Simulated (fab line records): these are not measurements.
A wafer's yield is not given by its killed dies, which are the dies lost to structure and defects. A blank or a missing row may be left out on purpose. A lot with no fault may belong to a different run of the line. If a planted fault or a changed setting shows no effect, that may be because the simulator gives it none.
Which tool was responsible? / flow gf180mcu / 10 lots with 30 wafers sampled at 3 steps, on a route of 602 steps

== WHAT THE GAUGES READ, wafer by wafer ==
GF_PSD_TW_MEAS_11.
lot=L295; measured=day 14 18:26; on=film_metro-03; PSD_TW=3217 3216 3199
lot=L297; measured=day 15 21:08; on=film_metro-02; PSD_TW=3155 3161 3147
lot=L301; measured=day 17 03:05; on=film_metro-02; PSD_TW=2997 2972 2985
lot=L303; measured=day 17 13:38; on=film_metro-02; PSD_TW=2973 2989 2964
lot=L308; measured=day 19 16:16; on=film_metro-03; PSD_TW=3181 3193 3191
lot=L311; measured=day 20 17:59; on=film_metro-04; PSD_TW=3196 3183 3169
lot=L312; measured=day 21 01:38; on=film_metro-04; PSD_TW=3201 3179 3207
lot=L313; measured=day 21 13:34; on=film_metro-02; PSD_TW=3163 3162 3166
lot=L315; measured=day 22 00:35; on=film_metro-02; PSD_TW=3160 3178 3174
lot=L316; measured=day 22 11:15; on=film_metro-03; PSD_TW=3213 3212 3211

== TOOL THAT RAN EACH LOT (tool first, then ch and the chambers of the sampled wafers, then the start) ==
lot=L295; GF_PSD_IMPLANT_09=implanter-03 ch 0, day 14 18:13; GF_PSD_STRIP_10=plasma_asher-01 ch 0,1, day 14 18:20
lot=L297; GF_PSD_IMPLANT_09=implanter-03 ch 0, day 15 20:53; GF_PSD_STRIP_10=plasma_asher-04 ch 0,1, day 15 21:02
lot=L301; GF_PSD_IMPLANT_09=implanter-03 ch 0, day 17 02:50; GF_PSD_STRIP_10=plasma_asher-04 ch 0,1, day 17 02:59
lot=L303; GF_PSD_IMPLANT_09=implanter-03 ch 0, day 17 13:25; GF_PSD_STRIP_10=plasma_asher-04 ch 0,1, day 17 13:33
lot=L308; GF_PSD_IMPLANT_09=implanter-04 ch 0, day 19 16:01; GF_PSD_STRIP_10=plasma_asher-01 ch 0,1, day 19 16:10
lot=L311; GF_PSD_IMPLANT_09=implanter-03 ch 0, day 20 17:44; GF_PSD_STRIP_10=plasma_asher-01 ch 0,1, day 20 17:52
lot=L312; GF_PSD_IMPLANT_09=implanter-04 ch 0, day 21 01:23; GF_PSD_STRIP_10=plasma_asher-02 ch 0,1, day 21 01:32
lot=L313; GF_PSD_IMPLANT_09=implanter-03 ch 0, day 21 13:19; GF_PSD_STRIP_10=plasma_asher-02 ch 0,1, day 21 13:28
lot=L315; GF_PSD_IMPLANT_09=implanter-03 ch 0, day 22 00:22; GF_PSD_STRIP_10=plasma_asher-01 ch 0,1, day 22 00:30
lot=L316; GF_PSD_IMPLANT_09=implanter-03 ch 0, day 22 11:02; GF_PSD_STRIP_10=plasma_asher-04 ch 0,1, day 22 11:10
- GF_PSD_IMPLANT_09
- GF_PSD_STRIP_10: strips in O2/N2.

== THE ANSWER, worked out from the rows above alone ==
Rule: what is usual is taken from the lots themselves. Put in order of their means at a reading, lots are off if they are a third of the lots or fewer, leave a main group of 4 or more, and stand apart from it by a gap of 3 or more times the standard deviation of the main group's means; of several such gaps the widest counts. Not used: any main group whose means are identical at the precision the tables above print for the reading. Also off: a lot with no number at a reading for which 4 or more lots have one. Where the step has rows for the other lots, those lots are counted as sound.
Off: L301, L303, at GF_PSD_TW_MEAS_11 (PSD_TW). For the main group the mean is 3185 and the standard deviation 20.
A tool fits if, at a process step before that reading, it ran every lot that is off, and no sound lot after the first of them. Gauges at GF_PSD_TW_MEAS_11: tried the same way as those tools. No candidate that was tried fits.

== WHAT THE SIMULATOR PUT IN ==
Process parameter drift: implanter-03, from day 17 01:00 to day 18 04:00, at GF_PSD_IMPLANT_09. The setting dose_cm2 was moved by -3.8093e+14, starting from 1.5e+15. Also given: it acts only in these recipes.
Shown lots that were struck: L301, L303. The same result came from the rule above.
